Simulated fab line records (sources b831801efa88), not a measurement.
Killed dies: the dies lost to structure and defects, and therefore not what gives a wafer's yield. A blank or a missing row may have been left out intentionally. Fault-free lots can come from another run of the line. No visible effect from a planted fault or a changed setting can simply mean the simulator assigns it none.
Matching of chambers -- flow gf180mcu -- 4 sister chambers for GF_V2_CMP_04 on cmp-01
The step polishes SiO2. 20 wafers are shown with their chamber, then 10 later ones without.

## WAFERS WITH THEIR CHAMBER
wafer,chamber,motorCurrentA (A),timeToEndpointS (s),slurryFlowMlMin
L670.1,1,11.8,74,150.2
L670.3,3,12.2,73,150.1
L670.6,0,13.2,85,150.4
L672.1,0,12.3,78,150.3
L672.3,1,11.5,70,150.1
L672.6,2,12.4,80,149.8
L673.2,1,11.3,74,150.6
L673.3,3,12.6,71,150.6
L673.4,2,12.6,76,149.4
L675.3,3,12.4,73,150.2
L675.4,0,13.4,76,150.6
L675.5,2,12.0,75,150.2
L678.1,0,12.7,75,150.7
L678.2,1,11.7,74,150.1
L678.5,1,12.2,77,150.0
L681.4,3,13.0,76,150.4
L681.5,3,11.3,75,149.7
L681.6,0,11.9,80,149.3
L682.2,1,11.3,74,150.5
L682.4,3,12.0,81,149.9

SIGNATURES (averages over the wafers above)
reading,chamber 0,chamber 1,chamber 2,chamber 3,scatter within a chamber
motorCurrentA,12.700,11.633,12.333,12.250,0.5
timeToEndpointS,78.80,73.83,77.00,74.83,3.19
slurryFlowMlMin,150.260,150.250,149.800,150.150,0.387
Rule: distance of a wafer from a chamber = root of the sum over the readings of ((wafer's reading minus chamber's mean) / reading's scatter) squared. If the next closest chamber is less than 2 further off than the closest, the wafer can't be placed; otherwise it belongs to the closest. How the scatter is found: for the shown wafers, subtract from each reading the mean of its chamber, square and add these, divide the total by (wafers less chambers), then take the root.

## WAFERS WITHOUT THEIR CHAMBER
wafer,motorCurrentA (A),timeToEndpointS (s),slurryFlowMlMin
L682.5,12.5,82,149.6
L683.1,12.2,75,150.0
L683.3,12.4,73,150.0
L683.4,12.7,74,149.9
L688.1,12.0,64,149.8
L688.2,12.8,77,150.5
L688.3,11.6,77,150.0
L690.2,12.4,75,150.4
L690.4,12.4,76,150.4
L690.5,12.2,80,150.6

## THE CHAMBER EACH PASSED THROUGH
wafer,from the rows above,in truth
L682.5,can't be placed: 2 or 0 or 3 or 1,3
L683.1,can't be placed: 3 or 2 or 1 or 0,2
L683.3,can't be placed: 3 or 2 or 1 or 0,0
L683.4,can't be placed: 3 or 2 or 0 or 1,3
L688.1,can't be placed: 1 or 3 or 2 or 0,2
L688.2,can't be placed: 0 or 3 or 2 or 1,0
L688.3,can't be placed: 1 or 3 or 2 or 0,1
L690.2,can't be placed: 3 or 0 or 1 or 2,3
L690.4,can't be placed: 3 or 0 or 2 or 1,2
L690.5,can't be placed: 0 or 3 or 2 or 1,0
Correct placement for 0 of the 10. Cannot be placed on the basis of these rows: 10; the candidates contain the true chamber in 10. Placed wrongly: 0.
